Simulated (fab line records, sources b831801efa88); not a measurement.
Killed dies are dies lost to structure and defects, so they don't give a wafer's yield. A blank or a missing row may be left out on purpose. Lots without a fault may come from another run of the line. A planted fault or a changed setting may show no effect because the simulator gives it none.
Which tool did it? | flow gf180mcu | 12 lots, 36 wafers sampled, at 2 steps of a route of 602

WHAT THE GAUGES READ, wafer by wafer
GF_V1_THK_MEAS_01.
lot  | measured     | on            | V1_CVD_00_THK (nm)
L945 | day 18 20:37 | film_metro-04 | 596 600 593
L948 | day 19 14:45 | film_metro-03 | 593 595 589
L947 | day 19 18:37 | film_metro-03 | 589 592 593
L949 | day 19 22:19 | film_metro-04 | 600 594 600
L950 | day 20 09:16 | film_metro-03 | 601 589 599
L957 | day 22 21:32 | film_metro-04 | 609 601 608
L958 | day 23 08:20 | film_metro-01 | 604 607 615
L959 | day 23 12:59 | film_metro-03 | 604 608 607
L960 | day 23 21:04 | film_metro-01 | 601 595 594
L961 | day 24 03:26 | film_metro-04 | 592 601 599
L963 | day 24 14:57 | film_metro-04 | 596 599 593
L964 | day 25 04:47 | film_metro-03 | 592 588 589

WHICH TOOL RAN EACH LOT (tool, then ch and the chambers of the sampled wafers, then the start)
lot  | GF_SAB_STRIP_13
L945 | plasma_asher-01 ch 0,1, day 16 17:20
L948 | plasma_asher-01 ch 1, day 17 11:00
L947 | plasma_asher-01 ch 0,1, day 17 14:43
L949 | plasma_asher-04 ch 0,1, day 17 17:58
L950 | plasma_asher-01 ch 0,1, day 18 04:31
L957 | plasma_asher-04 ch 0,1, day 20 18:05
L958 | plasma_asher-04 ch 0,1, day 21 05:23
L959 | plasma_asher-04 ch 0,1, day 21 09:31
L960 | plasma_asher-02 ch 0,1, day 21 19:00
L961 | plasma_asher-02 ch 0,1, day 22 00:50
L963 | plasma_asher-04 ch 1, day 22 12:16
L964 | plasma_asher-01 ch 0,1, day 23 03:29
- GF_SAB_STRIP_13: strips in O2/N2.

WHAT THE TOOLS THEMSELVES READ (means of the sampled wafers that have a number; where no wafer has one, the mark that the record gives instead)
GF_SAB_STRIP_13.
lot  | tool            | drypump_motor_current_A (A) | heater_power_w (W) | oes_product_au (a.u.) | strip_time_to_endpoint_s (s)
L945 | plasma_asher-01 | 5.2                         | 331                | 0.708                 | 12.59
L948 | plasma_asher-01 | 5.8                         | 423                | 0.711                 | 12.59
L947 | plasma_asher-01 | 5.5                         | 380                | 0.707                 | 12.59
L949 | plasma_asher-04 | 5.8                         | 319                | 0.707                 | 12.59
L950 | plasma_asher-01 | 5.5                         | 383                | 0.709                 | 12.60
L957 | plasma_asher-04 | 5.8                         | 313                | 0.708                 | 12.56
L958 | plasma_asher-04 | 5.9                         | 290                | 0.711                 | 12.62
L959 | plasma_asher-04 | 5.7                         | 320                | 0.711                 | 12.59
L960 | plasma_asher-02 | 6.2                         | 361                | 0.711                 | 12.59
L961 | plasma_asher-02 | 6.2                         | 363                | 0.708                 | 12.61
L963 | plasma_asher-04 | 6.1                         | 271                | 0.711                 | 12.63
L964 | plasma_asher-01 | 5.2                         | 334                | 0.707                 | 12.60

THE ANSWER, worked out from the rows above alone
Rule: what is usual is taken from the lots themselves. Put in order of their means at a reading, lots are off if they are a third of the lots or fewer, leave a main group of 4 or more, and stand apart from it by a gap of 3 or more times the standard deviation of the main group's means; of several such gaps the widest counts. A main group whose means are all the same, to the digits that the tables above print for the reading, isn't used. A lot without any number at a reading at which 4 lots or more have one is off too. The other lots that the step has rows for count as sound. The gauges are gone through in route order, then the tools' own readings, and for those a lot's mean is taken as printed above. The first step at which some lot is off is used, and at that step the reading that is off furthest; a lot without a number counts as furthest.
No lot is off at any reading shown: from this, nothing can be told.

WHAT THE SIMULATOR HAD PUT IN
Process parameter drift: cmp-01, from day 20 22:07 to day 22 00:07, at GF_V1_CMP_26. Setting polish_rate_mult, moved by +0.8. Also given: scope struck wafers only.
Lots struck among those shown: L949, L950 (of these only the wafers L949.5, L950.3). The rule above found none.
